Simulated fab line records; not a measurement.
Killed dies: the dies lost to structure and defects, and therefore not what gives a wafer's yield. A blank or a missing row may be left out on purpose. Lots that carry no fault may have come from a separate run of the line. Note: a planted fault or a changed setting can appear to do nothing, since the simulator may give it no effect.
One fault seen from 2 desks    flow sfq line    every desk sees just its own numbers, and what lay behind them comes last

== TOOL OWNER'S DESK, pvd sputter-04 ==
The tool's own readings at SFQ_TRILAYER_M3_DEP_SPUTTER_073 (material Nb, target thk 200 nm, time 133.3 s): means of the sampled wafers that have a number, for each lot that ran on this tool. If a lot's mean is further than 4 standard deviations from the usual mean, the lot is out of limits and carries the mark OUT (the distance appears in the brackets).
Columns: A = cathode dc power W at SFQ_TRILAYER_M3_DEP_SPUTTER_073, usual 2000.0 W; B = substrate temp c at SFQ_TRILAYER_M3_DEP_SPUTTER_073, usual 20.01 C; C = throttle valve pct at SFQ_TRILAYER_M3_DEP_SPUTTER_073, usual 30.0 %
lot   first seen here  A                         B      C
L645  day 48 11:35     1999.9                    19.97  29.4
L646  day 48 20:06     1999.8                    19.99  29.4
L651  day 50 17:49     1734.9 (-99 or more) OUT  19.99  29.4
L653  day 51 04:37     1734.9 (-99 or more) OUT  19.94  28.8
L661  day 54 03:33     2000.1                    19.90  29.5
This desk finds L651, L653 out of limits, L651 being first, at day 50 17:49 (cathode dc power W at SFQ_TRILAYER_M3_DEP_SPUTTER_073). L645, L646, L661: within limits.

== METROLOGY DESK ==
What the gauges read for every lot (on any tool): the sampled wafers with a number, averaged. If a lot's mean is further than 4 standard deviations from the usual mean, the lot is out of limits and carries the mark OUT (the distance appears in the brackets).
Columns: A = M3_NB_RS at SFQ_M3_RS_MEAS_919, usual 0.889 ohm/sq; B = I3_BOW at SFQ_I3_BOW_MEAS_922, usual 3 um
lot   first seen here  A                B
L638  day 44 07:09     0.882            -2
L639  day 45 09:57     0.889            -10
L640  day 45 15:59     0.889            4
L641  day 45 21:58     0.880            -4
L643  day 46 18:19     0.893            18
L644  day 48 04:30     0.899            18
L645  day 48 11:41     0.879            -7
L646  day 48 20:11     0.886            6
L651  day 50 17:55     1.006 (+12) OUT  1
L653  day 51 04:44     1.001 (+11) OUT  -9
L655  day 51 13:19     0.904            9
L658  day 52 10:46     0.891            -12
L660  day 53 18:02     0.899            2
L661  day 54 03:38     0.878            11
This desk's finding: out of limits on L651, L653; first on L651, day 50 17:55 (M3_NB_RS at SFQ_M3_RS_MEAS_919). L638, L639, L640, L641, L643, L644, L645, L646, L655, L658, L660, L661: within limits.

== TAKEN TOGETHER ==
The tool owner's desk had the chance to raise an alarm at day 50 17:49 on L651, L653.
L651, L653 would have let the metrology desk raise an alarm at day 50 17:55.
Of the lots named, all ran SFQ_TRILAYER_M3_DEP_SPUTTER_073 on pvd sputter-04.

== WHAT HAD BEEN PUT IN BY THE SIMULATOR ==
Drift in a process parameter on pvd sputter-04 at SFQ_TRILAYER_M3_DEP_SPUTTER_073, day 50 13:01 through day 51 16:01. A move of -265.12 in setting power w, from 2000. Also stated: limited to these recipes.
Lots struck among those shown: L651, L653.
Counting hours from when the fault started, the first reading out of limits came at 5 for the tool owner's desk and at 5 for the metrology desk.
